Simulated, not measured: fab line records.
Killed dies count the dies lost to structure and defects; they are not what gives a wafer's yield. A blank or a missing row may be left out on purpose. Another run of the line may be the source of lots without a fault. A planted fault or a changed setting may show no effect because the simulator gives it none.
Which tool did it? || flow sky130 || Sampling: 14 lots, 42 wafers, 3 of 708 route steps

## WHAT THE GAUGES READ, wafer by wafer
SKY_LOCAL_INTERCONNECT_CD_MEAS_11: the cd target is 170 nm. Usual: cd nm 169.5 nm, standard deviation 1.4.
{"lot": "L578", "measured": "day 30 16:47", "on": "cd sem-02", "cd nm (nm)": "172.4 171.5 170.3", "flag": ""}
{"lot": "L580", "measured": "day 31 02:05", "on": "cd sem-02", "cd nm (nm)": "169.9 169.1 169.4", "flag": ""}
{"lot": "L581", "measured": "day 32 07:15", "on": "cd sem-02", "cd nm (nm)": "171.4 170.7 169.9", "flag": ""}
{"lot": "L583", "measured": "day 33 00:44", "on": "cd sem-02", "cd nm (nm)": "167.1 168.0 168.3", "flag": ""}
{"lot": "L582", "measured": "day 33 04:35", "on": "cd sem-01", "cd nm (nm)": "168.1 168.2 167.8", "flag": ""}
{"lot": "L587", "measured": "day 33 22:13", "on": "cd sem-02", "cd nm (nm)": "171.7 171.1 170.1", "flag": ""}
{"lot": "L588", "measured": "day 34 05:07", "on": "cd sem-02", "cd nm (nm)": "170.3 168.5 168.3", "flag": ""}
{"lot": "L589", "measured": "day 34 16:55", "on": "cd sem-01", "cd nm (nm)": "165.5 167.6 168.3", "flag": ""}
{"lot": "L592", "measured": "day 35 10:02", "on": "cd sem-02", "cd nm (nm)": "171.0 171.1 171.0", "flag": ""}
{"lot": "L594", "measured": "day 36 03:43", "on": "cd sem-02", "cd nm (nm)": "168.7 169.8 169.2", "flag": ""}
{"lot": "L595", "measured": "day 36 09:52", "on": "cd sem-02", "cd nm (nm)": "170.0 168.8 167.8", "flag": ""}
{"lot": "L598", "measured": "day 37 02:14", "on": "cd sem-01", "cd nm (nm)": "168.0 170.0 170.0", "flag": ""}
{"lot": "L599", "measured": "day 37 10:30", "on": "cd sem-02", "cd nm (nm)": "168.2 167.4 167.8", "flag": ""}
{"lot": "L600", "measured": "day 37 13:52", "on": "cd sem-01", "cd nm (nm)": "171.0 170.8 170.5", "flag": ""}

SKY_CONTACT_BOW_MEAS_05. Usual: CONTACT_BOW typically reads 83 um, with standard deviation 6.3.
{"lot": "L578", "measured": "day 30 18:13", "on": "film metro-04", "CONTACT_BOW (um)": "82 84 78", "flag": ""}
{"lot": "L580", "measured": "day 31 03:32", "on": "film metro-01", "CONTACT_BOW (um)": "89 80 72", "flag": ""}
{"lot": "L581", "measured": "day 32 08:46", "on": "film metro-04", "CONTACT_BOW (um)": "81 92 81", "flag": ""}
{"lot": "L583", "measured": "day 33 02:10", "on": "film metro-03", "CONTACT_BOW (um)": "83 77 78", "flag": ""}
{"lot": "L582", "measured": "day 33 06:01", "on": "film metro-01", "CONTACT_BOW (um)": "76 87 90", "flag": ""}
{"lot": "L587", "measured": "day 33 23:37", "on": "film metro-04", "CONTACT_BOW (um)": "86 75 92", "flag": ""}
{"lot": "L588", "measured": "day 34 06:31", "on": "film metro-04", "CONTACT_BOW (um)": "80 70 77", "flag": ""}
{"lot": "L589", "measured": "day 34 18:20", "on": "film metro-03", "CONTACT_BOW (um)": "85 91 93", "flag": ""}
{"lot": "L592", "measured": "day 35 11:26", "on": "film metro-04", "CONTACT_BOW (um)": "86 83 74", "flag": ""}
{"lot": "L594", "measured": "day 36 05:07", "on": "film metro-03", "CONTACT_BOW (um)": "76 91 84", "flag": ""}
{"lot": "L595", "measured": "day 36 11:15", "on": "film metro-01", "CONTACT_BOW (um)": "79 87 79", "flag": ""}
{"lot": "L598", "measured": "day 37 03:38", "on": "film metro-04", "CONTACT_BOW (um)": "82 85 82", "flag": ""}
{"lot": "L599", "measured": "day 37 11:53", "on": "film metro-04", "CONTACT_BOW (um)": "85 90 87", "flag": ""}
{"lot": "L600", "measured": "day 37 15:15", "on": "film metro-01", "CONTACT_BOW (um)": "78 83 80", "flag": ""}

## EACH LOT AND THE TOOL THAT RAN IT (in order: tool; ch and the chambers of the sampled wafers; start)
{"lot": "L578", "SKY_LOCAL_INTERCONNECT_METAL_ETCH_14": "rie metal-04 ch 1, day 30 16:59"}
{"lot": "L580", "SKY_LOCAL_INTERCONNECT_METAL_ETCH_14": "rie metal-02 ch 0,1, day 31 02:19"}
{"lot": "L581", "SKY_LOCAL_INTERCONNECT_METAL_ETCH_14": "rie metal-04 ch 0,1, day 32 07:25"}
{"lot": "L583", "SKY_LOCAL_INTERCONNECT_METAL_ETCH_14": "rie metal-02 ch 0,1, day 33 00:58"}
{"lot": "L582", "SKY_LOCAL_INTERCONNECT_METAL_ETCH_14": "rie metal-03 ch 0,1, day 33 04:49"}
{"lot": "L587", "SKY_LOCAL_INTERCONNECT_METAL_ETCH_14": "rie metal-04 ch 0,1, day 33 22:25"}
{"lot": "L588", "SKY_LOCAL_INTERCONNECT_METAL_ETCH_14": "rie metal-02 ch 0,1, day 34 05:20"}
{"lot": "L589", "SKY_LOCAL_INTERCONNECT_METAL_ETCH_14": "rie metal-03 ch 0,1, day 34 17:08"}
{"lot": "L592", "SKY_LOCAL_INTERCONNECT_METAL_ETCH_14": "rie metal-03 ch 0,1, day 35 10:15"}
{"lot": "L594", "SKY_LOCAL_INTERCONNECT_METAL_ETCH_14": "rie metal-04 ch 0,1, day 36 03:55"}
{"lot": "L595", "SKY_LOCAL_INTERCONNECT_METAL_ETCH_14": "rie metal-04 ch 0,1, day 36 10:04"}
{"lot": "L598", "SKY_LOCAL_INTERCONNECT_METAL_ETCH_14": "rie metal-03 ch 0,1, day 37 02:28"}
{"lot": "L599", "SKY_LOCAL_INTERCONNECT_METAL_ETCH_14": "rie metal-03 ch 0,1, day 37 10:41"}
{"lot": "L600", "SKY_LOCAL_INTERCONNECT_METAL_ETCH_14": "rie metal-04 ch 0,1, day 37 14:04"}
- SKY_LOCAL_INTERCONNECT_METAL_ETCH_14: etches TiN in Cl2/BCl3, stops on PSG, target depth 110 nm, time 31.4 s.

## AS READ BY THE TOOLS THEMSELVES (means over the sampled wafers that have a number; for cases with no such wafer, the mark the record gives instead)
SKY_LOCAL_INTERCONNECT_METAL_ETCH_14. Usual: drypump motor current A 5.7 A, standard deviation 0.48; oes product au 0.942 a.u., standard deviation 0.0058; throttle valve pct 21.902 %, standard deviation 0.01.
{"lot": "L578", "tool": "rie metal-04", "drypump motor current A (A)": 6.5, "oes product au (a.u.)": 0.945, "throttle valve pct (%)": 21.896, "flag": ""}
{"lot": "L580", "tool": "rie metal-02", "drypump motor current A (A)": 5.8, "oes product au (a.u.)": 0.944, "throttle valve pct (%)": 21.901, "flag": ""}
{"lot": "L581", "tool": "rie metal-04", "drypump motor current A (A)": 5.9, "oes product au (a.u.)": 0.941, "throttle valve pct (%)": 21.900, "flag": ""}
{"lot": "L583", "tool": "rie metal-02", "drypump motor current A (A)": 5.6, "oes product au (a.u.)": 0.949, "throttle valve pct (%)": 21.891, "flag": ""}
{"lot": "L582", "tool": "rie metal-03", "drypump motor current A (A)": 5.6, "oes product au (a.u.)": 0.938, "throttle valve pct (%)": 21.900, "flag": ""}
{"lot": "L587", "tool": "rie metal-04", "drypump motor current A (A)": 6.2, "oes product au (a.u.)": 0.937, "throttle valve pct (%)": 21.904, "flag": ""}
{"lot": "L588", "tool": "rie metal-02", "drypump motor current A (A)": 5.9, "oes product au (a.u.)": 0.949, "throttle valve pct (%)": 21.905, "flag": ""}
{"lot": "L589", "tool": "rie metal-03", "drypump motor current A (A)": 5.6, "oes product au (a.u.)": 0.938, "throttle valve pct (%)": 21.904, "flag": ""}
{"lot": "L592", "tool": "rie metal-03", "drypump motor current A (A)": 5.6, "oes product au (a.u.)": 0.945, "throttle valve pct (%)": 21.897, "flag": ""}
{"lot": "L594", "tool": "rie metal-04", "drypump motor current A (A)": 6.0, "oes product au (a.u.)": 0.941, "throttle valve pct (%)": 21.906, "flag": ""}
{"lot": "L595", "tool": "rie metal-04", "drypump motor current A (A)": 6.2, "oes product au (a.u.)": 0.943, "throttle valve pct (%)": 21.896, "flag": ""}
{"lot": "L598", "tool": "rie metal-03", "drypump motor current A (A)": 5.3, "oes product au (a.u.)": 0.937, "throttle valve pct (%)": 21.903, "flag": ""}
{"lot": "L599", "tool": "rie metal-03", "drypump motor current A (A)": 5.6, "oes product au (a.u.)": 0.939, "throttle valve pct (%)": 21.897, "flag": ""}
{"lot": "L600", "tool": "rie metal-04", "drypump motor current A (A)": 5.9, "oes product au (a.u.)": 0.942, "throttle valve pct (%)": 21.898, "flag": ""}

## THE ANSWER, worked out from the rows above alone
Rule: lot off if the mean of its wafers having a number is beyond 3 standard deviations from the usual mean. Also off: a lot with no number at a reading for which 4 or more lots have one. All remaining lots with rows at the step are treated as sound. The gauges are gone through in route order, then the tools' own readings, and for those a lot's mean is taken as printed above. The first step at which some lot is off is used, and at that step the reading that is off furthest; a lot without a number counts as furthest.
None of the lots is off at any reading shown; this tells nothing.

## WHAT THE SIMULATOR HAD INSERTED
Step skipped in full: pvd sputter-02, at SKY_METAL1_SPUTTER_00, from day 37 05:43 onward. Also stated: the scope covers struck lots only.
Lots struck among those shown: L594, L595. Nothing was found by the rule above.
